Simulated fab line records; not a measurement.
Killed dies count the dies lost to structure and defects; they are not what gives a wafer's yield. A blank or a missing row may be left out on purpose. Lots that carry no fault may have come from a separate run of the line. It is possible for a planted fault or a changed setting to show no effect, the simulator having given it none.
A single fault, viewed from 2 desks / flow sky130 / each desk has only its own numbers; what lay behind them comes last

## FROM THE METROLOGY DESK
What the gauges read, lot by lot, whatever tool the lot ran on: means of the sampled wafers that have a number. Marked OUT: a lot whose mean sits more than 4 standard deviations from the usual mean, which makes it out of limits; the brackets give that distance.
Columns: A = VIA1_OVL at SKY_VIA1_OVL_MEAS_13, usual 2 nm
lot=L924; first seen here=day 33 13:27; A=7
lot=L925; first seen here=day 34 18:37; A=6
lot=L926; first seen here=day 35 09:15; A=4
lot=L927; first seen here=day 35 17:37; A=-1
lot=L929; first seen here=day 36 12:34; A=4
lot=L933; first seen here=day 36 16:13; A=1
lot=L932; first seen here=day 36 20:01; A=3
lot=L934; first seen here=day 37 10:01; A=-6
lot=L935; first seen here=day 37 12:09; A=-13
lot=L938; first seen here=day 38 14:24; A=-1
lot=L940; first seen here=day 38 20:19; A=3
lot=L943; first seen here=day 40 09:06; A=7
lot=L947; first seen here=day 41 05:41; A=-6
Finding of this desk: none of the 13 lots has anything out of limits.

## AT THE TOOL OWNER'S DESK: litho_track-03
The tool's own readings at SKY_PWDE_HMDS_01 (prime time 60 s): means of the sampled wafers that have a number, for each lot that ran on this tool. Marked OUT: a lot whose mean sits more than 4 standard deviations from the usual mean, which makes it out of limits; the brackets give that distance.
Columns: A = prime_temp_c at SKY_PWDE_HMDS_01, usual 120.02 C
lot=L924; first seen here=day 3 10:21; A=120.19
lot=L925; first seen here=day 3 20:21; A=119.91
lot=L926; first seen here=day 4 16:58; A=120.07
lot=L934; first seen here=day 5 22:00; A=124.01 (+31) OUT
lot=L935; first seen here=day 5 23:18; A=123.88 (+30) OUT
This desk's verdict: out of limits on L934, L935, starting with L934 at day 5 22:00 (prime_temp_c at SKY_PWDE_HMDS_01). L924, L925, L926 stayed within limits.

## TAKEN TOGETHER
At day 5 22:00, on L934, L935, the tool owner's desk was in a position to raise an alarm.
Nothing out of limits was seen by the metrology desk.
The metrology desk holds a record of L934, L935, inside its limits.
Every lot named ran SKY_PWDE_HMDS_01 on litho_track-03.

## WHAT WAS PUT IN BY THE SIMULATOR
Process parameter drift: litho_track-03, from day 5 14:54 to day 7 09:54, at SKY_PWDE_HMDS_01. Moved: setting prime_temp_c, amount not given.
Shown lots that were struck: L934, L935.
Hours from the fault's start to each desk's first reading out of limits: the tool owner's desk, 7.
